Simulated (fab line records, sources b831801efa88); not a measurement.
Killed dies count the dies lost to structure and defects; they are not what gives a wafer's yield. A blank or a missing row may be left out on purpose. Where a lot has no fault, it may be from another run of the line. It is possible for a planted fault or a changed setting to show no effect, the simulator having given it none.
A single fault, viewed from 2 desks + flow sky130 + numbers are kept per desk, each desk with only its own; the story behind them comes last

## METROLOGY DESK
What the gauges read, lot by lot, whatever tool the lot ran on: means of the sampled wafers that have a number. The brackets show how far a lot's mean lies from the usual mean; more than 4 standard deviations puts the lot out of limits, marked OUT.
Columns: A = POLY_GATE_TW at SKY_RES_PROTECT_TW_MEAS_08, usual 4045; B = cd_nm at SKY_POLY_GATE_CD_MEAS_22, usual 150.1 nm; C = VIA1_W_THK at SKY_VIA1_THK_MEAS_23, usual 269.4 nm
| lot  | first seen here | A              | B     | C     |
|------|-----------------|----------------|-------|-------|
| L760 | day 17 00:17    | 4025           | 148.5 | 269.4 |
| L762 | day 18 14:40    | 3955           | 151.1 | 270.1 |
| L764 | day 18 19:35    | 4083           | 152.7 | 269.5 |
| L763 | day 18 23:13    | 4080           | 150.3 | 267.8 |
| L765 | day 19 05:25    | 4059           | 150.0 | 268.8 |
| L767 | day 19 21:19    | 4082           | 150.0 | 268.3 |
| L768 | day 20 08:34    | 3554 (-12) OUT | 149.3 | 269.6 |
| L771 | day 21 05:06    | 3570 (-12) OUT | 150.8 | 268.8 |
| L772 | day 21 18:25    | 4003           | 148.4 | 274.3 |
| L774 | day 22 05:28    | 3978           | 147.6 | 271.4 |
| L775 | day 22 12:53    | 4110           | 150.1 | 267.2 |
Per this desk, out of limits: L768, L771; the first was L768, day 20 08:34 (POLY_GATE_TW at SKY_RES_PROTECT_TW_MEAS_08). L760, L762, L764, L763, L765, L767, L772, L774, L775: within limits.

## THE TOOL OWNER'S DESK: implanter-04
The tool's own readings at SKY_POLY_GATE_IMPLANT_02, given as means over the sampled wafers that have a number, one for each lot that went through this tool. The brackets show how far a lot's mean lies from the usual mean; more than 4 standard deviations puts the lot out of limits, marked OUT.
Columns: A = beam_on_s at SKY_POLY_GATE_IMPLANT_02, usual 36 s; B = dose_ions_cm2 at SKY_POLY_GATE_IMPLANT_02, usual 7.7e+15
| lot  | first seen here | A             | B                         |
|------|-----------------|---------------|---------------------------|
| L765 | day 19 05:10    | 33            | 7.7e+15                   |
| L767 | day 19 21:04    | 32            | 7.7e+15                   |
| L768 | day 20 08:20    | 10 (-4.3) OUT | 2.1e+15 (-99 or more) OUT |
| L771 | day 21 04:52    | 10 (-4.3) OUT | 2.1e+15 (-99 or more) OUT |
This desk finds L768, L771 out of limits, L768 being first, at day 20 08:20 (beam_on_s at SKY_POLY_GATE_IMPLANT_02). L765, L767: within limits.

## TAKEN TOGETHER
An alarm could have come from the tool owner's desk at day 20 08:20, on L768, L771.
An alarm was possible from the metrology desk at day 20 08:34, on L768, L771.
SKY_POLY_GATE_IMPLANT_02 was run on implanter-04 by each of the lots named.

## WHAT WAS PUT IN BY THE SIMULATOR
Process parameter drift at SKY_POLY_GATE_IMPLANT_02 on implanter-04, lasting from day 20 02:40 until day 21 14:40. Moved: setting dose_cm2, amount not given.
Struck lots among those shown: L768, L771.
Fault start to first reading out of limits, in hours, per desk: tool owner, 6; metrology, 6.
